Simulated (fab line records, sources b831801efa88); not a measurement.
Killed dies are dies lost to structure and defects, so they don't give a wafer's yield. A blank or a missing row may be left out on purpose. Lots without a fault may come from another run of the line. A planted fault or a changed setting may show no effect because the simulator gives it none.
fab line records | flow sky130
record lots=6 wafers=18 last_day=50
route steps=708 shown SONOS_TUNNEL@158 SONOS_ONO@168 PAD_OPEN@708
lots that met no fault: from a run of the same line without faults
start_h: hours from the record's first day to the start of the lot's first wafer shown | wait_h: hours since the lot's step before | " the same as in the row above | L1.1+2: a row that stands for several wafers | - no value, or no start given | * or withheld: withheld | < > ~ a bound
route shown NAME@n: a module of which the file shows steps, and the number in the route of the first | usual: mean/standard deviation of fault-free wafers | same: alike in all rows | chamber/n: place in a boat | sites: the reading at each site | _std_site: their standard deviation | _edge_site: outer sites' mean less inner sites' | radius_mm: how far each site lies from the wafer's centre | mask NAME#n: copy n | behind: the tool/chamber that last shaped the wafer | hold: why the lot was held/for how many hours/how that ended | device: the transistor (n, p or np) that didn't switch | end of line: the same wafers' tests at the end of the route | a step without rows: its recipe alone | killed: dies lost to structure and defects at the first sort, not the wafer's yield | map: a wafer's dies, x killed, . not, _ none there
set.NAME: the setting as run; set.NAME@STEP: as run at that earlier step | model.NAME: the simulator's own value behind a step, which no gauge read
lots at some steps of the route; a table a step, a row a wafer
services: from which hour (start_h, from the record's first day; less than 0 if before it) a tool's chamber was out of use, for how many hours, and why
## steps
# step SKY_SONOS_TUNNEL_EXPOSE_04
# recipe mask_id=TUNM na=0.6 source_shape=conventional sigma_outer=0.6 polarization=unpolarized target_cd_nm=410 dose_mj=136
# step SKY_SONOS_TUNNEL_PEB_05
# recipe temp_c=withheld time_s=* resist=NOVOLAK
# step SKY_SONOS_TUNNEL_DEVELOP_06
# recipe resist=NOVOLAK developer=TMAH develop_time_s=60 dev_temp_c=23
# step SKY_SONOS_TUNNEL_CD_MEAS_07
# recipe target_cd_nm=410
# usual cd_nm=409.9/2.5
# columns lot.wafer tool chamber start_h wait_h cd_nm
L845.1 cd_sem-02 - 255.62 0.1 410.0
L845.4 " - " " 412.4
L845.6 " - " " 410.4
L853.1 cd_sem-01 - 317.06 0.1 409.6
L853.2 " - " " 413.4
L853.4 " - " " 409.1
L854.4 cd_sem-02 - 322.67 0.1 410.8
L854.5 " - " " 409.2
L854.6 " - " " 411.1
L865.3 cd_sem-02 - 418.01 0.1 406.4
L865.4 " - " " 403.4
L865.6 " - " " 404.4
L867.1 cd_sem-01 - 427.62 0.1 409.1
L867.3 " - " " 411.1
L867.6 " - " " 410.5
L866.1 cd_sem-01 - 429.47 0.1 407.6
L866.2 " - " " 407.2
L866.4 " - " " 409.0
# step SKY_SONOS_TUNNEL_OVL_MEAS_08
# usual SONOS_TUNNEL_OVL=0.1/1.3
# columns lot.wafer tool chamber start_h wait_h SONOS_TUNNEL_OVL[nm]
L845.1 overlay-02 - 255.74 0.1 -0.9
L845.4 " - " " -0.4
L845.6 " - " " -1.6
L853.1 overlay-01 - 317.18 0.1 -0.3
L853.2 " - " " -0.8
L853.4 " - " " 1.5
L854.4 overlay-02 - 322.75 0.1 1.7
L854.5 " - " " 2.0
L854.6 " - " " 2.6
L865.3 overlay-02 - 418.10 0.1 -0.7
L865.4 " - " " 0.2
L865.6 " - " " -0.2
L867.1 overlay-02 - 427.74 0.1 -0.7
L867.3 " - " " -1.9
L867.6 " - " " 0.3
L866.1 overlay-01 - 429.59 0.1 -0.2
L866.2 " - " " -0.7
L866.4 " - " " 0.3
# step SKY_SONOS_TUNNEL_IMPLANT_09
# recipe species=B energy_kev=20 dose_cm2=1e+12 tilt_deg=withheld
# step SKY_SONOS_TUNNEL_WET_ETCH_10
# recipe chemistry=dHF target_depth_nm=14 target=SiO2 dilution=100:1 temp_c=25 time_s=280
# step SKY_SONOS_TUNNEL_STRIP_11
# recipe chemistry=SPM time_s=600 temp_c=130
# step SKY_SONOS_TUNNEL_TW_MEAS_12
# usual SONOS_TUNNEL_TW=197.3/0.96
# columns lot.wafer tool chamber start_h wait_h SONOS_TUNNEL_TW
L845.1 film_metro-01 - 256.18 0.0 196.9
L845.4 " - " " 197.6
L845.6 " - " " 197.2
L853.1 film_metro-02 - 317.81 0.0 197.4
L853.2 " - " " 196.6
L853.4 " - " " 198.4
L854.4 film_metro-02 - 323.32 0.0 197.3
L854.5 " - " " 198.0
L854.6 " - " " 198.2
L865.3 film_metro-04 - 418.58 0.0 197.4
L865.4 " - " " 197.8
L865.6 " - " " 197.2
L867.1 film_metro-02 - 428.18 0.0 198.6
L867.3 " - " " 198.3
L867.6 " - " " 197.5
L866.1 film_metro-02 - 430.09 0.0 197.2
L866.2 " - " " 196.3
L866.4 " - " " 197.0
# step SKY_SONOS_TUNNEL_CLEAN_13
# recipe chemistry=dHF time_s=20 dilution=100:1 dry=ipa_marangoni
# step SKY_SONOS_ONO_OXIDATION_00
# recipe temp_c=800 ambient=O2 idle_temp_c=700 ramp_up_c_per_min=10 ramp_down_c_per_min=3 stabilise_s=600 purge_s=300 target_thk_a=26 ox_time_s=1249
# step SKY_SONOS_ONO_THK_MEAS_01
# recipe reads=SiO2_of_SONOS_ONO_OXIDATION_00
# usual SONOS_ONO_OXIDATION_THK=2.60/0.047
# columns lot.wafer tool chamber start_h wait_h SONOS_ONO_OXIDATION_THK[nm]
L845.1 film_metro-01 - 262.70 0.0 2.58
L845.4 " - " " 2.65
L845.6 " - " " 2.61
L853.1 film_metro-01 - 319.61 0.0 2.67
L853.2 " - " " 2.62
L853.4 " - " " 2.64
L854.4 film_metro-03 - 325.63 0.0 2.67
L854.5 " - " " 2.63
L854.6 " - " " 2.55
L865.3 film_metro-03 - 426.76 0.0 2.65
L865.4 " - " " 2.58
L865.6 " - " " 2.53
L866.1 film_metro-01 - 436.43 0.0 2.66
L866.2 " - " " 2.66
L866.4 " - " " 2.55
L867.1 film_metro-04 - 436.43 0.0 2.53
L867.3 " - " " 2.54
L867.6 " - " " 2.61
# step SKY_SONOS_ONO_CVD_02
# recipe material=Si3N4 precursor=DCS/NH3 target_thk_nm=10.5 temp_c=770 time_s=180 pressure_mtorr=250
# usual pressure_mtorr=250.0/0.54
# columns lot.wafer tool chamber start_h wait_h pressure_mtorr model.Si3N4_of_SONOS_ONO_CVD_02.thk_nm
L845.1 lpcvd-02 0 263.20 0.5 250.4 10.5
L845.4 " 0 " " 249.7 10.53
L845.6 " 0 " " 248.9 10.59
L853.1 lpcvd-02 0 319.97 0.3 299.9 11.02
L853.2 " 0 " " 299.7 10.94
L853.4 " 0 " " 300.0 10.99
L854.4 lpcvd-02 0 325.66 0.0 300.0 11.13
L854.5 " 0 " " 299.7 11.16
L854.6 " 0 " " 300.5 11.1
L865.3 lpcvd-02 1 426.80 0.0 250.7 10.45
L865.4 " 1 " " 249.8 10.42
L865.6 " 1 " " 249.8 10.45
L866.1 lpcvd-02 1 436.49 0.1 249.8 10.45
L866.2 " 1 " " 250.2 10.49
L866.4 " 1 " " 250.2 10.46
L867.1 lpcvd-02 0 436.49 0.1 250.6 10.42
L867.3 " 0 " " 249.9 10.37
L867.6 " 0 " " 249.9 10.25
# step SKY_SONOS_ONO_THK_MEAS_03
# recipe reads=Si3N4_of_SONOS_ONO_CVD_02
# usual SONOS_ONO_CVD_02_THK=10.45/0.13
# columns lot.wafer tool chamber start_h wait_h SONOS_ONO_CVD_02_THK[nm]
L845.1 film_metro-03 - 264.25 0.0 10.49
L845.4 " - " " 10.55
L845.6 " - " " 10.64
L853.1 film_metro-03 - 321.02 0.0 10.98
L853.2 " - " " 10.96
L853.4 " - " " 10.98
L854.4 film_metro-04 - 327.27 0.0 11.07
L854.5 " - " " 11.11
L854.6 " - " " 11.08
L865.3 film_metro-04 - 427.87 0.0 10.45
L865.4 " - " " 10.37
L865.6 " - " " 10.44
L866.1 film_metro-03 - 437.54 0.0 10.48
L866.2 " - " " 10.47
L866.4 " - " " 10.49
L867.1 film_metro-04 - 437.54 0.0 10.42
L867.3 " - " " 10.39
L867.6 " - " " 10.26
# step SKY_SONOS_ONO_CVD_04
# recipe material=SiO2 precursor=SiH4/N2O target_thk_nm=5.7199 temp_c=900 pressure_mtorr=400
# step SKY_PAD_OPEN_PROBE_99
# usual killed_at_M0_to_M3=44/7.3 killed_at_M4_up=3.0/1.9 killed_at_contacts=24/5 killed_at_front_end=16/4.5 killed_at_other=0.3/0.46 killed_dies=87/10 killed_on_rim=17/3.5 killed_open=47/8.3 killed_short=39/6.4
# same gross_dies=492 killed_at_back_side=0
# columns lot.wafer tool chamber start_h wait_h killed_at_M0_to_M3 killed_at_M4_up killed_at_contacts killed_at_front_end killed_at_other killed_dies killed_on_rim killed_open killed_short model.etest.cap_ono.gate_log10_a_cm2 model.etest.cap_ono.tox_acc_nm model.etest.sonos_programmed.vt_v model.etest.sonos_erased.vt_v model.etest.sonos_baked.vt_v model.etest.sonos_baked.vt_less_v
L845.1 prober-02 - 1082.79 0.1 41 3 26 22 1 93 25 55 38 -8.182 13.07 1.367 -2.187 0.8808 -0.4861
L845.4 prober-02 - 1082.94 0.2 32 3 30 23 0 88 18 51 37 -8.14 13.04 1.361 -2.275 0.9292 -0.432
L845.6 prober-02 - 1083.04 0.2 41 4 21 12 0 78 14 43 35 -8.319 13.18 1.331 -2.152 0.8541 -0.4773
L853.1 prober-02 - 1124.93 0.1 39 3 26 14 1 83 19 49 34 -8.37 13.14 1.306 -2.159 0.8806 -0.4259
L853.2 prober-02 - 1124.98 0.1 56 1 22 16 0 95 21 54 41 -8.367 13.21 1.305 -2.113 0.9231 -0.3822
L853.4 prober-02 - 1125.08 0.2 53 6 29 20 0 108 16 63 45 -8.077 13.02 1.357 -2.186 0.8974 -0.4598
L854.4 prober-01 - 1127.25 0.2 54 5 22 29 0 110 16 58 52 -8.126 13.11 1.382 -2.183 0.943 -0.4394
L854.5 prober-01 - 1127.30 0.2 45 3 34 16 0 98 22 52 46 -8.285 13.11 1.354 -2.201 0.9706 -0.3838
L854.6 prober-01 - 1127.35 0.2 50 1 23 21 0 95 20 63 32 -8.178 12.99 1.414 -2.229 0.9466 -0.4673
L865.3 prober-02 - 1189.29 0.2 38 2 22 15 0 77 14 53 24 -8.007 13.02 1.416 -2.196 0.9369 -0.4787
L865.4 prober-02 - 1189.34 0.2 47 1 20 11 0 79 16 45 34 -8.059 13.01 1.448 -2.226 0.8962 -0.5514
L865.6 prober-02 - 1189.44 0.2 37 2 18 14 0 71 13 34 37 -7.831 12.8 1.523 -2.279 0.9915 -0.5319
L866.1 prober-01 - 1195.69 0.1 41 4 26 12 0 83 12 38 45 -7.991 12.96 1.426 -2.277 0.8923 -0.5338
L866.2 prober-01 - 1195.74 0.1 33 7 30 16 0 86 21 43 43 -8.142 12.97 1.438 -2.272 0.9531 -0.4849
L866.4 prober-01 - 1195.84 0.2 39 4 18 19 1 81 21 46 35 -8.053 12.94 1.446 -2.245 0.8926 -0.553
L867.1 prober-02 - 1197.68 0.1 49 4 18 14 0 85 11 36 49 -7.675 12.66 1.583 -2.371 1.026 -0.5567
L867.3 prober-02 - 1197.78 0.2 49 4 34 18 0 105 15 60 45 -7.599 12.65 1.574 -2.398 1.036 -0.5386
L867.6 prober-02 - 1197.93 0.2 40 1 28 19 0 88 15 49 39 -7.662 12.61 1.623 -2.37 1.068 -0.5551
# killed by level:class
L845.1 LI_CONTACT:geometric_particle:open=9 CONTACT:geometric_particle:open=9 VIA2:geometric_particle:open=8 POLY_GATE:geometric_particle:open=6 VIA3:geometric_particle:open=6 VIA1:geometric_particle:open=6 FIELD_ISO:geometric_particle:open=5 CONTACT:geometric_particle:short=5
L845.4 LI_CONTACT:geometric_particle:open=11 CONTACT:geometric_particle:open=9 VIA3:geometric_particle:open=8 POLY_GATE:geometric_particle:short=7 VIA1:geometric_particle:open=5 CONTACT:geometric_particle:short=5 POLY_GATE:geometric_particle:open=4 METAL1:geometric_particle:short=4
L845.6 VIA1:geometric_particle:open=10 LI_CONTACT:geometric_particle:open=7 CONTACT:geometric_particle:open=7 VIA3:geometric_particle:open=6 VIA3:geometric_particle:short=5 METAL1:geometric_particle:short=4 METAL2:geometric_particle:short=4 VIA2:geometric_particle:open=4
L853.1 VIA1:geometric_particle:open=11 CONTACT:geometric_particle:open=8 LI_CONTACT:geometric_particle:open=7 VIA3:geometric_particle:open=6 LI_CONTACT:geometric_particle:short=5 VIA1:geometric_particle:short=5 METAL1:geometric_particle:short=4 VIA2:geometric_particle:open=4
L853.2 CONTACT:geometric_particle:open=11 VIA1:geometric_particle:open=11 LI_CONTACT:geometric_particle:open=9 VIA1:geometric_particle:short=8 VIA3:geometric_particle:open=8 VIA2:geometric_particle:open=7 POLY_GATE:geometric_particle:short=6 METAL2:geometric_particle:short=6
L853.4 VIA1:geometric_particle:open=15 CONTACT:geometric_particle:open=13 METAL2:geometric_particle:short=10 LI_CONTACT:geometric_particle:open=8 VIA3:geometric_particle:open=7 VIA2:geometric_particle:open=7 POLY_GATE:geometric_particle:short=5 LOCAL_INTERCONNECT:geometric_particle:short=4
L854.4 VIA1:geometric_particle:open=11 FIELD_ISO:geometric_particle:open=9 METAL3:geometric_particle:short=9 LI_CONTACT:geometric_particle:open=8 POLY_GATE:geometric_particle:short=7 CONTACT:geometric_particle:open=7 METAL1:geometric_particle:short=6 VIA2:geometric_particle:open=6
L854.5 CONTACT:geometric_particle:open=14 VIA1:geometric_particle:open=10 LI_CONTACT:geometric_particle:open=7 CONTACT:geometric_particle:short=7 VIA1:geometric_particle:short=7 VIA2:geometric_particle:open=6 FIELD_ISO:geometric_particle:short=5 FIELD_ISO:geometric_particle:open=4
L854.6 VIA1:geometric_particle:open=11 CONTACT:geometric_particle:open=10 VIA2:geometric_particle:open=9 FIELD_ISO:geometric_particle:open=8 VIA3:geometric_particle:open=8 FIELD_ISO:geometric_particle:short=5 LI_CONTACT:geometric_particle:open=5 METAL3:geometric_particle:short=5
L865.3 CONTACT:geometric_particle:open=13 VIA1:geometric_particle:open=13 VIA3:geometric_particle:open=7 FIELD_ISO:geometric_particle:open=6 VIA2:geometric_particle:open=6 LI_CONTACT:geometric_particle:open=3 METAL1:geometric_particle:short=3 METAL2:geometric_particle:short=3
L865.4 VIA1:geometric_particle:open=9 VIA3:geometric_particle:open=8 CONTACT:geometric_particle:short=7 CONTACT:geometric_particle:open=7 VIA2:geometric_particle:open=7 METAL2:geometric_particle:short=7 VIA1:geometric_particle:short=4 POLY_GATE:geometric_particle:open=3
L865.6 METAL1:geometric_particle:short=8 CONTACT:geometric_particle:open=6 VIA2:geometric_particle:open=6 FIELD_ISO:geometric_particle:open=5 LI_CONTACT:geometric_particle:open=5 METAL2:geometric_particle:short=5 VIA2:geometric_particle:short=5 LOCAL_INTERCONNECT:geometric_particle:short=4
L866.1 CONTACT:geometric_particle:open=11 METAL1:geometric_particle:short=7 VIA2:geometric_particle:open=6 VIA1:geometric_particle:open=6 CONTACT:geometric_particle:short=6 FIELD_ISO:geometric_particle:short=5 VIA3:geometric_particle:short=5 VIA3:geometric_particle:open=5
L866.2 CONTACT:geometric_particle:open=9 VIA1:geometric_particle:open=8 CONTACT:geometric_particle:short=8 LI_CONTACT:geometric_particle:open=7 VIA3:geometric_particle:open=7 POLY_GATE:geometric_particle:short=6 METAL4:geometric_particle:short=6 LI_CONTACT:geometric_particle:short=5
L866.4 VIA1:geometric_particle:open=10 CONTACT:geometric_particle:open=9 METAL1:geometric_particle:short=8 FIELD_ISO:geometric_particle:open=7 POLY_GATE:geometric_particle:open=4 METAL2:geometric_particle:short=4 VIA1:geometric_particle:short=4 VIA2:geometric_particle:open=4
L867.1 METAL1:geometric_particle:short=10 METAL2:geometric_particle:short=8 VIA1:geometric_particle:open=6 VIA2:geometric_particle:open=6 CONTACT:geometric_particle:open=5 VIA1:geometric_particle:short=5 FIELD_ISO:geometric_particle:open=4 FIELD_ISO:geometric_particle:short=4
L867.3 CONTACT:geometric_particle:open=14 VIA1:geometric_particle:open=12 VIA3:geometric_particle:open=12 LI_CONTACT:geometric_particle:open=6 METAL2:geometric_particle:short=6 FIELD_ISO:geometric_particle:open=5 METAL1:geometric_particle:short=5 LOCAL_INTERCONNECT:geometric_particle:short=5
L867.6 CONTACT:geometric_particle:open=13 LI_CONTACT:geometric_particle:open=7 FIELD_ISO:geometric_particle:open=6 VIA1:geometric_particle:open=6 VIA1:geometric_particle:short=5 METAL1:geometric_particle:short=5 VIA2:geometric_particle:open=5 METAL3:geometric_particle:short=4
## services
# columns tool chamber start_h hours kind
lpcvd-02 - 330.46 17.2 pm
## key
first_sign step=SKY_SONOS_ONO_CVD_02 reading=pressure_mtorr direction=up sigmas=93 usual=250.0 struck=300.0
effect step=SKY_SONOS_ONO_THK_MEAS_03 reading=SONOS_ONO_CVD_02_THK direction=up sigmas=4.5 usual=10.45 struck=11.03
model_effect step=SKY_SONOS_ONO_CVD_02 value=Si3N4_of_SONOS_ONO_CVD_02.thk_nm without=10.47 struck=11.06
model_effect step=SKY_PAD_OPEN_PROBE_99 value=etest.cap_ono.gate_log10_a_cm2 without=-7.844 struck=-8.234
met_at SKY_SONOS_ONO_CVD_02
struck_wafers L853.1,L853.2,L853.4,L854.4,L854.5,L854.6
tester_left_out L853,L854
onset_between 263.20 319.97
fault kind=process_parameter_drift tool=lpcvd-02 chamber=0 onset_h=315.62 steps=SKY_SONOS_ONO_CVD_02 channel=pressure_mtorr offset=50 shape=step end_h=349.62 acts_in=these_recipes_only stated=250
# tester_left_out: of these lots the tester's yield and bins aren't shown, on N5 and GAA mostly nor the transistor test; their killed dies are dies lost to structure and defects alone, not to doping, threshold or leakage, so they don't give the yield
